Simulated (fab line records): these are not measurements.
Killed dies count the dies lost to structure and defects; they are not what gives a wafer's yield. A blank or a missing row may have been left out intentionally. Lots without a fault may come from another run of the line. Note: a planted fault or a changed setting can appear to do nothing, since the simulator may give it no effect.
fab line records | flow sfqLine
[record] lots = 6 wafers = 17 lastDay = 82
route steps=325 shown L0V@17 M0@28 I0@43 M1@58 M8@325
lots with no fault: from the same line, run without faults
startH: start of the lot's first displayed wafer, in hours after the record's first day | waitH: time in hours since the lot's previous step | " unchanged from the row above | L1.1+2: a single row standing in for several wafers | - no value, or no start was given | * or withheld: withheld | < > ~ a bound
route shown NAME@n: names a module that has steps shown in the file, with the first one's number in the route | usual: mean/standard deviation taken from wafers without a fault | same: alike in all rows | chamber/n: place in a boat | sites: each site's reading | _std_site: the standard deviation of these | _edge_site: outer sites' mean less inner sites' | radiusMm: for every site, how far away it sits from the centre of the wafer | mask NAME#n: copy n | behind: the most recent tool/chamber to have shaped the wafer | hold: reason for holding the lot/hours on hold/outcome of the hold | device: whichever transistor did not switch (one of n, p or np) | end of line: at the end of the route, the tests of the same wafers | where a step has no rows: the recipe by itself | killed: not the wafer's yield, but the dies lost to structure and defects at the first sort | map: per-die view of a wafer (x killed, . not killed, _ where there is no die)
set.NAME: setting as actually run; set.NAME@STEP: the setting as run at that earlier step | model.NAME: the simulator's own value behind a step, which no gauge read
lots at some steps of the route; a table a step, a row a wafer
services: a tool's chamber out of use, with start hour (startH, from the record's first day; less than 0 if before it), hours out, and reason
[[steps]]
[step SFQ_TRILAYER_L0_VIA_LITHO_COAT_018]
[recipe] resist = BARC spinRpm = 3000 resistThkNm = 62
[step SFQ_TRILAYER_L0_VIA_LITHO_COAT_013]
[recipe] resist = KrF spinRpm = 3000 resistThkNm = 650
[step SFQ_TRILAYER_L0_VIA_LITHO_SOFTBAKE_017]
[recipe] tempC = withheld timeS = withheld resist = KrF
[step SFQ_TRILAYER_L0_VIA_LITHO_EXPOSE_014]
[recipe] maskId = L0V na = 0.6 sourceShape = conventional sigmaOuter = 0.65 targetCdNm = 700 doseMj = 21.3
[step SFQ_TRILAYER_L0_VIA_LITHO_PEB_016]
[recipe] pebTempC = 115 pebTimeS = 60 resist = KrF
[step SFQ_TRILAYER_L0_VIA_LITHO_DEVELOP_015]
[recipe] timeS = 60 resist = KrF
[step SFQ_L0V_OVL_MEAS_903]
[usual] L0V_OVL = 1/6.3
// columns lot.wafer tool chamber startH waitH L0V_OVL[nm]
L800.1 overlay-02 - 221.73 0.1 -8
L800.3 " - " " -6
L800.4 " - " " -7
L802.1 overlay-01 - 231.33 0.1 10
L802.3 " - " " 7
L803.2 overlay-02 - 238.53 0.1 9
L803.4 " - " " 9
L803.6 " - " " 8
L805.3 overlay-01 - 252.60 0.1 -4
L805.4 " - " " 1
L805.6 " - " " -1
L811.2 overlay-02 - 297.49 0.1 8
L811.3 " - " " 0
L811.5 " - " " 0
L814.1 overlay-02 - 319.79 0.1 -4
L814.3 " - " " -3
L814.5 " - " " -7
[step SFQ_TRILAYER_L0_VIA_BARC_OPEN_VIA_ETCH_021]
[recipe] maskMaterial = PR chemistry = O2 targetDepthNm = 125 target = BARC sourceW = 500 biasW = 80 pressureMtorr = 30 timeS = 41.7
[usual] drypumpMotorCurrentA = 5.8/0.35 oesProductAu = 0.685/0.0047
// columns lot.wafer tool chamber startH waitH drypumpMotorCurrentA oesProductAu rfHoursCounterH
L800.1 rieDiel-01 1 221.76 0.0 5.4 0.687 54
L800.3 " 3 " " 5.9 0.691 21
L800.4 " 3 " " 5.9 0.680 -
L802.1 rieDiel-04 1 231.36 0.0 6.0 0.684 5
L802.3 " 3 " " 5.6 0.685 104
L803.2 rieDiel-04 1 238.56 0.0 6.0 0.688 5
L803.4 " 2 " " 6.1 0.681 30
L803.6 " 0 " " 5.1 0.678 -
L805.3 rieDiel-04 1 252.62 0.0 6.0 0.689 5
L805.4 " 3 " " 5.6 0.683 104
L805.6 " 3 " " 5.6 0.689 -
L811.2 rieDiel-03 2 297.52 0.0 5.7 0.682 2
L811.3 " 1 " " 6.7 0.678 100
L811.5 " 1 " " 6.7 0.686 -
L814.1 rieDiel-04 2 319.83 0.0 6.1 0.678 31
L814.3 " 1 " " 6.0 0.685 6
L814.5 " 3 " " 5.6 0.686 -
[step SFQ_TRILAYER_L0_VIA_ETCH_VIA_ETCH_016]
[recipe] target = SiO2 stopOn = MoNx_KI maskMaterial = PR chemistry = CHF3 targetDepthNm = 80 sourceW = 500 biasW = 80 pressureMtorr = 30 timeS = withheld
[step SFQ_TRILAYER_L0_VIA_STRIP_STRIP_017]
[recipe] gas = O2 powerW = 200 platenTempC = 40 overashFraction = 0.65 chemistry = O2 pressureMtorr = 50
[step SFQ_TRILAYER_L0_VIA_STRIP_SOLV_CLEAN_018]
[recipe] chemistry = NMP tempC = 70 timeS = 600
[step SFQ_TRILAYER_M0_DEP_PRE_CLEAN_020]
[recipe] gas = Ar timeS = 15 biasV = 250
[step SFQ_TRILAYER_M0_DEP_SPUTTER_019]
[recipe] material = Nb basePressurePa = 1.33e-06 chamberPressurePa = 0.1333 substrateTempC = 20 resputterCathodeVoltageV = 400 targetThkNm = 200 powerW = 2000 timeS = 133.3
[usual] throttleValvePct = 30.0/1.3
// columns lot.wafer tool chamber startH waitH throttleValvePct model.Nb_of_TRILAYER_M0_DEP_SPUTTER_019.thkNm
L800.1 pvdSputter-06 - 222.65 0.0 30.9 198.4
L800.3 " - " " 30.7 203.3
L800.4 " - " " 29.0 200.4
L802.1 pvdSputter-03 - 232.25 0.0 28.6 198.5
L802.3 " - " " 28.8 189.7
L803.2 pvdSputter-03 - 240.05 0.0 31.8 190.9
L803.4 " - " " 30.1 202.9
L803.6 " - " " 31.5 199.6
L805.3 pvdSputter-05 - 254.11 0.0 30.7 203.1
L805.4 " - " " 30.4 198.1
L805.6 " - " " 30.3 196.6
L811.2 pvdSputter-03 - 299.01 0.0 29.9 200.9
L811.3 " - " " 31.7 197.8
L811.5 " - " " 30.1 200
L814.1 pvdSputter-03 - 320.72 0.0 28.2 198.1
L814.3 " - " " 30.1 201.3
L814.5 " - " " 31.7 196.9
[step SFQ_M0_RS_MEAS_904]
[recipe] thkMeasGauge = four-point-probe reads = Nb_of_TRILAYER_M0_DEP_SPUTTER_019
[usual] M0_NB_RS = 0.891/0.012
// columns lot.wafer tool chamber startH waitH M0_NB_RS[ohm/sq]
L800.1 filmMetro-03 - 222.74 0.0 0.899
L800.3 " - " " 0.876
L800.4 " - " " 0.889
L802.1 filmMetro-02 - 232.34 0.0 0.897
L802.3 " - " " 0.940
L803.2 filmMetro-02 - 240.16 0.1 0.932
L803.4 " - " " 0.877
L803.6 " - " " 0.893
L805.3 filmMetro-03 - 254.24 0.1 0.877
L805.4 " - " " 0.901
L805.6 " - " " 0.907
L811.2 filmMetro-01 - 299.12 0.1 0.886
L811.3 " - " " 0.901
L811.5 " - " " 0.889
L814.1 filmMetro-03 - 320.81 0.0 0.899
L814.3 " - " " 0.885
L814.5 " - " " 0.904
[step SFQ_TRILAYER_M0_LITHO_COAT_026]
[recipe] resist = BARC spinRpm = 3000 resistThkNm = 62
[step SFQ_TRILAYER_M0_LITHO_COAT_021]
[recipe] resist = KrF spinRpm = 3000 resistThkNm = 600
[step SFQ_TRILAYER_M0_LITHO_SOFTBAKE_025]
[recipe] tempC = withheld timeS = withheld resist = KrF
[step SFQ_TRILAYER_M0_LITHO_EXPOSE_022]
[recipe] maskId = M0 na = 0.6 sourceShape = conventional sigmaOuter = 0.65 targetCdNm = 500 doseMj = 14.4
[step SFQ_TRILAYER_M0_LITHO_PEB_024]
[recipe] pebTempC = 115 pebTimeS = 60 resist = KrF
[step SFQ_TRILAYER_M0_LITHO_DEVELOP_023]
[recipe] timeS = 60 resist = KrF
[step SFQ_M0_OVL_MEAS_906]
[usual] M0_OVL = -6/6.9
// columns lot.wafer tool chamber startH waitH M0_OVL[nm]
L800.1 overlay-02 - 318.59 0.1 -10
L800.3 " - " " -5
L800.4 " - " " -2
L802.1 overlay-01 - 332.05 0.1 -14
L802.3 " - " " -15
L803.2 overlay-01 - 346.45 0.1 -15
L803.4 " - " " -11
L803.6 " - " " -12
L805.3 overlay-02 - 365.66 0.1 -2
L805.4 " - " " 5
L805.6 " - " " -2
L811.2 overlay-02 - 433.21 0.1 -1
L811.3 " - " " -7
L811.5 " - " " -4
L814.1 overlay-01 - 458.53 0.1 -16
L814.3 " - " " -18
L814.5 " - " " -20
[step SFQ_TRILAYER_M0_BARC_OPEN_METAL_ETCH_031]
[recipe] maskMaterial = PR chemistry = O2 targetDepthNm = 125 target = BARC icpW = 600 biasW = 80 pressureMtorr = 10 timeS = 41.7
[step SFQ_TRILAYER_M0_ETCH_METAL_ETCH_024]
[recipe] target = Nb stopOn = SiO2 maskMaterial = PR chemistry = Cl2/Ar targetDepthNm = 240 icpW = 600 biasW = 80 pressureMtorr = 10 timeS = 120
[usual] drypumpMotorCurrentA = 5.55/0.28 oesProductAu = 0.894/0.0087
// columns lot.wafer tool chamber startH waitH drypumpMotorCurrentA oesProductAu rfHoursCounterH model.etch.depthNm model.M0.featureDepthNm
L800.1 rieMetal-04 1 318.69 0.0 5.20 0.881 34 198.4 198.4
L800.3 " 1 " " 5.19 0.905 - 203.3 203.3
L800.4 " 0 " " 5.50 0.894 - 200.4 200.4
L802.1 rieMetal-01 1 332.14 0.0 6.06 0.890 2 198.5 198.5
L802.3 " 0 " " 5.32 0.870 - 189.7 189.7
L803.2 rieMetal-04 0 346.56 0.1 5.53 0.871 24 190.9 190.9
L803.4 " 1 " " 5.17 0.903 - 202.9 202.9
L803.6 " 0 " " 5.51 0.886 - 199.6 199.6
L805.3 rieMetal-01 0 365.88 0.1 5.31 0.902 - 203.1 203.1
L805.4 " 0 " " 5.34 0.887 - 198.1 198.1
L805.6 " 0 " " 5.34 0.892 - 196.6 196.6
L811.2 rieMetal-04 0 433.30 0.0 5.48 0.887 37 200.9 200.9
L811.3 " 0 " " 5.52 0.881 - 197.8 197.8
L811.5 " 1 " " 5.18 0.904 - 200 200
L814.1 rieMetal-04 1 458.63 0.0 5.21 0.891 54 198.1 198.1
L814.3 " 0 " " 5.51 0.895 - 201.3 201.3
L814.5 " 0 " " 5.50 0.890 - 196.9 196.9
[step SFQ_TRILAYER_M0_STRIP_STRIP_025]
[recipe] gas = O2 powerW = 200 platenTempC = 40 overashFraction = 0.65 chemistry = O2 pressureMtorr = 50
[usual] drypumpMotorCurrentA = 5.55/0.28 oesProductAu = 0.998/0.015
// columns lot.wafer tool chamber startH waitH drypumpMotorCurrentA oesProductAu rfHoursCounterH
L800.1 rieMetal-04 1 318.82 0.1 5.19 1.018 34
L800.3 " 1 " " 5.19 1.009 -
L800.4 " 0 " " 5.50 1.018 -
L802.1 rieMetal-01 1 332.27 0.1 6.09 1.005 3
L802.3 " 0 " " 5.34 0.984 -
L803.2 rieMetal-04 0 346.73 0.1 5.51 1.020 24
L803.4 " 1 " " 5.20 1.011 -
L803.6 " 0 " " 5.49 1.017 -
L805.3 rieMetal-01 0 366.45 0.5 5.35 0.966 -
L805.4 " 0 " " 5.36 0.976 -
L805.6 " 0 " " 5.36 0.969 -
L811.2 rieMetal-04 0 433.43 0.1 5.52 1.009 37
L811.3 " 0 " " 5.51 1.008 -
L811.5 " 1 " " 5.19 1.016 -
L814.1 rieMetal-04 1 458.75 0.1 5.18 1.024 55
L814.3 " 0 " " 5.51 1.004 -
L814.5 " 0 " " 5.49 1.007 -
[step SFQ_TRILAYER_M0_STRIP_SOLV_CLEAN_026]
[recipe] chemistry = NMP tempC = 70 timeS = 600
[step SFQ_TRILAYER_I0_DEP_PECVD_027]
[recipe] material = SiO2 tempC = 150 timeS = 111.11 pressureTorr = 2.4 rfW = 183.3 precursor = SiH4/N2O targetThkNm = 500
[step SFQ_TRILAYER_I0_CMP_CMP_028]
[recipe] material = SiO2 downForcePsi = 3 platenRpm = 60 padVelocityMS = 0.94248
[usual] edgeZonePressureFrac = 0.999/0.0051 motorCurrentA = 9.3/0.79 timeToEndpointS = 213/9.2
// columns lot.wafer tool chamber startH waitH edgeZonePressureFrac motorCurrentA timeToEndpointS
L800.4 cmp-01 1 319.67 0.0 1.005 8.3 227
L800.1 " 2 " " 1.004 9.7 223
L800.3 " 0 321.17 1.5 1.006 9.6 222
L802.1 cmp-02 1 335.32 2.2 1.004 9.7 205
L802.3 " 2 " " 1.007 8.1 208
L803.2 cmp-01 3 348.72 1.0 0.997 11.3 219
L803.4 " 1 349.72 1.9 1.004 8.3 216
L803.6 " 0 351.22 3.4 0.990 9.5 213
L805.4 cmp-02 0 368.00 0.5 0.999 9.1 212
L805.3 " 1 " " 1.001 9.7 205
L805.6 " 3 369.50 2.0 0.997 9.6 195
L811.2 cmp-02 0 434.28 0.0 1.002 8.7 220
L811.3 " 2 435.28 1.0 1.001 8.2 216
L811.5 " 0 436.28 2.0 1.001 8.6 211
L814.1 cmp-02 3 460.10 0.5 1.000 9.8 198
L814.3 " 1 461.10 1.5 1.002 10.1 214
L814.5 " 3 462.10 2.5 0.999 9.5 203
[step SFQ_I0_BOW_MEAS_907]
[recipe] mode = bow
[usual] I0_BOW = 1/7.2
// columns lot.wafer tool chamber startH waitH I0_BOW[um]
L800.1 filmMetro-03 - 322.67 2.0 5
L800.3 " - " " -6
L800.4 " - " " -6
L802.1 filmMetro-04 - 337.32 1.5 1
L802.3 " - " " -3
L803.2 filmMetro-04 - 351.74 2.5 -1
L803.4 " - " " -4
L803.6 " - " " 2
L805.3 filmMetro-04 - 370.54 1.5 10
L805.4 " - " " 17
L805.6 " - " " 10
L811.2 filmMetro-01 - 437.30 2.5 7
L811.3 " - " " 5
L811.5 " - " " 4
L814.1 filmMetro-01 - 462.60 2.0 6
L814.3 " - " " 1
L814.5 " - " " -7
[step SFQ_TRILAYER_I0_METRO_MEASURE_029]
[usual] thkNm = 200.0/1.2
// columns lot.wafer tool chamber startH waitH thkNm
L800.1 filmMetro-03 - 322.79 0.1 200.1
L800.3 " - " " 201.7
L800.4 " - " " 200.5
L802.1 filmMetro-04 - 337.44 0.1 201.6
L802.3 " - " " 201.1
L803.2 filmMetro-04 - 352.04 0.3 201.4
L803.4 " - " " 200.3
L803.6 " - " " 200.5
L805.3 filmMetro-04 - 371.02 0.5 199.1
L805.4 " - " " 199.3
L805.6 " - " " 197.7
L811.2 filmMetro-01 - 437.60 0.3 200.1
L811.3 " - " " 199.2
L811.5 " - " " 200.0
L814.1 filmMetro-01 - 462.72 0.1 199.2
L814.3 " - " " 199.6
L814.5 " - " " 197.8
[step SFQ_TRILAYER_I0_VIA_LITHO_COAT_036]
[recipe] resist = BARC spinRpm = 3000 resistThkNm = 62
[step SFQ_TRILAYER_I0_VIA_LITHO_COAT_031]
[recipe] resist = KrF spinRpm = 3000 resistThkNm = 650
[step SFQ_TRILAYER_I0_VIA_LITHO_SOFTBAKE_035]
[recipe] tempC = withheld timeS = withheld resist = KrF
[step SFQ_TRILAYER_I0_VIA_LITHO_EXPOSE_032]
[recipe] maskId = I0 na = 0.6 sourceShape = conventional sigmaOuter = 0.65 targetCdNm = 500 doseMj = 21.3
[step SFQ_TRILAYER_I0_VIA_LITHO_PEB_034]
[recipe] pebTempC = 115 pebTimeS = 60 resist = KrF
[step SFQ_TRILAYER_I0_VIA_LITHO_DEVELOP_033]
[recipe] timeS = 60 resist = KrF
[step SFQ_I0_OVL_MEAS_908]
[usual] I0_OVL = -1/4.4
// columns lot.wafer tool chamber startH waitH I0_OVL[nm]
L800.1 overlay-01 - 463.33 0.1 5
L800.3 " - " " 4
L800.4 " - " " 8
L802.1 overlay-01 - 477.73 0.1 -6
L802.3 " - " " 1
L803.2 overlay-01 - 488.54 0.1 2
L803.4 " - " " 1
L803.6 " - " " -1
L805.3 overlay-02 - 506.54 0.1 -5
L805.4 " - " " -2
L805.6 " - " " -5
L811.2 overlay-02 - 596.26 0.1 6
L811.3 " - " " 3
L811.5 " - " " 2
L814.1 overlay-02 - 617.86 0.1 -4
L814.3 " - " " -7
L814.5 " - " " -3
[step SFQ_TRILAYER_I0_VIA_BARC_OPEN_VIA_ETCH_046]
[recipe] maskMaterial = PR chemistry = O2 targetDepthNm = 125 target = BARC sourceW = 500 biasW = 80 pressureMtorr = 30 timeS = 41.7
[usual] drypumpMotorCurrentA = 5.6/0.45 oesProductAu = 0.686/0.0046
// columns lot.wafer tool chamber startH waitH drypumpMotorCurrentA oesProductAu rfHoursCounterH
L800.1 rieDiel-03 0 463.37 0.0 5.3 0.689 2
L800.3 " 3 " " 5.3 0.687 89
L800.4 " 2 " " 5.7 0.694 5
L802.1 rieDiel-03 2 477.77 0.0 5.7 0.677 5
L802.3 " 0 " " 5.3 0.683 2
L803.2 rieDiel-03 3 488.57 0.0 5.2 0.683 90
L803.4 " 0 " " 5.3 0.685 2
L803.6 " 0 " " 5.3 0.678 -
L805.3 rieDiel-03 3 506.57 0.0 5.2 0.685 90
L805.4 " 0 " " 5.3 0.680 3
L805.6 " 0 " " 5.3 0.688 -
L811.2 rieDiel-02 2 596.29 0.0 5.0 0.685 63
L811.3 " 3 " " 6.0 0.686 14
L811.5 " 3 " " 6.0 0.682 -
L814.1 rieDiel-02 0 617.89 0.0 5.7 0.681 5
L814.3 " 2 " " 5.0 0.686 63
L814.5 " 0 " " 5.7 0.692 -
[step SFQ_TRILAYER_I0_VIA_ETCH_VIA_ETCH_034]
[recipe] target = SiO2 stopOn = Nb maskMaterial = PR taperDeg = 20 chemistry = CHF3 targetDepthNm = 260 sourceW = 500 biasW = 80 pressureMtorr = 30 timeS = withheld
[step SFQ_TRILAYER_I0_VIA_STRIP_STRIP_035]
[recipe] gas = O2 powerW = 200 platenTempC = 40 overashFraction = 0.65 chemistry = O2 pressureMtorr = 50
[step SFQ_TRILAYER_I0_VIA_STRIP_SOLV_CLEAN_036]
[recipe] chemistry = NMP tempC = 70 timeS = 600
[step SFQ_TRILAYER_M1_DEP_PRE_CLEAN_038]
[recipe] gas = Ar timeS = 22.5 biasV = 250
[step SFQ_M8_BOW_MEAS_951]
[recipe] mode = bow
[usual] M8_BOW = 10/13
// columns lot.wafer tool chamber startH waitH M8_BOW[um] model.etest.m0.ohmUm model.etest.i0.linkOhm model.etest.m0.ohmSq
L800.1 filmMetro-01 - 1876.23 0.0 23 1.802 1.973 0.8976
L800.3 " - " " 13 1.755 1.956 0.876
L800.4 " - " " 14 1.784 1.989 0.8887
L802.1 filmMetro-04 - 1882.86 0.0 16 1.8 1.952 0.8972
L802.3 " - " " 13 1.864 1.989 0.9387
L803.2 filmMetro-03 - 1884.10 0.0 -6 1.875 2.018 0.9326
L803.4 " - " " -6 1.766 1.963 0.8774
L803.6 " - " " -2 1.788 1.977 0.8921
L805.3 filmMetro-01 - 1906.63 0.0 22 1.752 1.952 0.8768
L805.4 " - " " 28 1.789 1.977 0.8991
L805.6 " - " " 21 1.804 1.981 0.9058
L811.2 filmMetro-03 - 1975.97 0.0 33 1.786 1.958 0.8862
L811.3 " - " " 33 1.812 1.97 0.9003
L811.5 " - " " 31 1.794 1.957 0.8905
L814.1 filmMetro-03 - 1979.55 0.0 14 1.797 1.975 0.8987
L814.3 " - " " 11 1.768 1.993 0.8848
L814.5 " - " " 3 1.817 1.995 0.9042
[[services]]
// columns tool chamber startH hours kind
rieDiel-04 1 210.80 6.2 repair
rieDiel-04 0 213.55 3.0 repair
rieDiel-04 0 245.86 4.0 repair
rieDiel-03 0 246.31 6.7 repair
rieDiel-04 0 277.95 7.9 repair
rieDiel-04 2 279.06 1.4 repair
rieMetal-04 0 296.73 3.4 repair
rieDiel-03 2 307.62 3.7 repair
pvdSputter-03 - 310.75 8.5 repair
rieDiel-04 0 318.25 11.6 repair
rieDiel-04 - 322.06 2.3 repair
cmp-02 - 342.12 5.2 pm
rieDiel-04 1 391.77 4.7 repair
cmp-02 - 394.68 1.3 repair
cmp-02 - 407.06 4.0 pm
rieDiel-03 0 457.95 1.5 repair
cmp-02 - 474.58 0.4 repair
rieMetal-04 - 480.13 0.2 repair
rieMetal-04 - 494.38 1.7 repair
rieDiel-04 - 521.05 1.1 repair
rieDiel-03 3 521.23 4.4 repair
cmp-02 - 521.63 2.2 repair
rieDiel-04 - 563.74 2.8 pm
pvdSputter-03 - 590.13 4.4 repair
[[key]]
[firstSign] step = SFQ_M0_RS_MEAS_904 reading = M0_NB_RS direction = up sigmas = 3.6 usual = 0.891 struck = 0.936
[effect] step = SFQ_TRILAYER_M0_ETCH_METAL_ETCH_024 reading = oesProductAu direction = down sigmas = 2.7 usual = 0.894 struck = 0.871
[modelEffect] step = SFQ_TRILAYER_M0_DEP_SPUTTER_019 value = Nb_of_TRILAYER_M0_DEP_SPUTTER_019.thkNm without = 197.7 struck = 190.3
[modelEffect] step = SFQ_TRILAYER_M0_ETCH_METAL_ETCH_024 value = etch.depthNm without = 197.7 struck = 190.3
[modelEffect] step = SFQ_M8_BOW_MEAS_951 value = etest.m0.ohmUm without = 1.8 struck = 1.869
metAt SFQ_TRILAYER_M0_DEP_SPUTTER_019
struckWafers L802.3,L803.2
[fault] kind = processParameterDrift tool = pvdSputter-03 chamber = - onsetH = 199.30 steps = SFQ_TRILAYER_M0_DEP_SPUTTER_019 channel = targetThkNm offset = -7.3692 shape = step endH = 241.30 scope = struckWafersOnly actsIn = theseRecipesOnly stated = 200
